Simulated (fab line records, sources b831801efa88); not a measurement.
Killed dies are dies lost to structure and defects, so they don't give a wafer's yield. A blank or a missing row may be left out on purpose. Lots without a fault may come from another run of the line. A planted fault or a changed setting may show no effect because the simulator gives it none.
Chamber matching | flow sky130 | SKY_VIA4_CMP_02 on cmp-01: 4 sister chambers
The step polishes SiO2. 14 wafers are shown with their chamber, then 7 later ones without.

WAFERS WITH THEIR CHAMBER
wafer  | chamber | motor_current_A (A) | platen_rpm (rpm)
L714.1 | 3       | 10.5                | 60.03
L714.2 | 2       | 11.3                | 59.92
L714.3 | 1       | 11.1                | 60.03
L715.1 | 3       | 10.7                | 60.03
L715.2 | 0       | 13.4                | 59.99
L715.4 | 2       | 11.2                | 60.02
L718.2 | 3       | 11.2                | 60.06
L718.4 | 1       | 11.0                | 59.90
L718.5 | 2       | 11.8                | 59.91
L723.3 | 1       | 10.8                | 59.93
L723.4 | 0       | 13.0                | 60.01
L723.6 | 1       | 10.9                | 59.98
L726.1 | 1       | 10.6                | 59.98
L726.2 | 0       | 13.7                | 60.00

SIGNATURES (means of the wafers above)
reading         | chamber 0 | chamber 1 | chamber 2 | chamber 3 | scatter within a chamber
motor_current_A | 13.367    | 10.880    | 11.433    | 10.800    | 0.293
platen_rpm      | 60.0000   | 59.9640   | 59.9500   | 60.0400   | 0.0428
Rule: a wafer's distance from a chamber is the root of the sum, over the readings, of the square of ((its reading less the chamber's mean) divided by the reading's scatter). The wafer belongs to the nearest chamber; if the next one is less than 2 further off, it can't be placed. The scatter: the root of (the sum of the squares of (reading less its chamber's mean) over the shown wafers, divided by (wafers less chambers)).

WAFERS WITHOUT THEIR CHAMBER
wafer  | motor_current_A (A) | platen_rpm (rpm)
L726.6 | 10.8                | 60.00
L734.2 | 10.7                | 60.06
L734.3 | 11.2                | 60.03
L734.6 | 10.7                | 60.00
L735.1 | 11.3                | 60.02
L735.3 | 11.1                | 59.98
L735.5 | 13.4                | 59.97

WHICH CHAMBER EACH WENT THROUGH
wafer  | from the rows above          | in truth
L726.6 | can't be placed: 1 or 3 or 2 | 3
L734.2 | can't be placed: 3 or 1      | 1
L734.3 | can't be placed: 3 or 1 or 2 | 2
L734.6 | can't be placed: 3 or 1 or 2 | 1
L735.1 | can't be placed: 2 or 3 or 1 | 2
L735.3 | can't be placed: 1 or 2 or 3 | 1
L735.5 | 0                            | 0
Placed correctly: 1 of 7. Can't be placed from these rows: 6 (the true chamber is among the candidates in 6). Placed wrongly: 0.
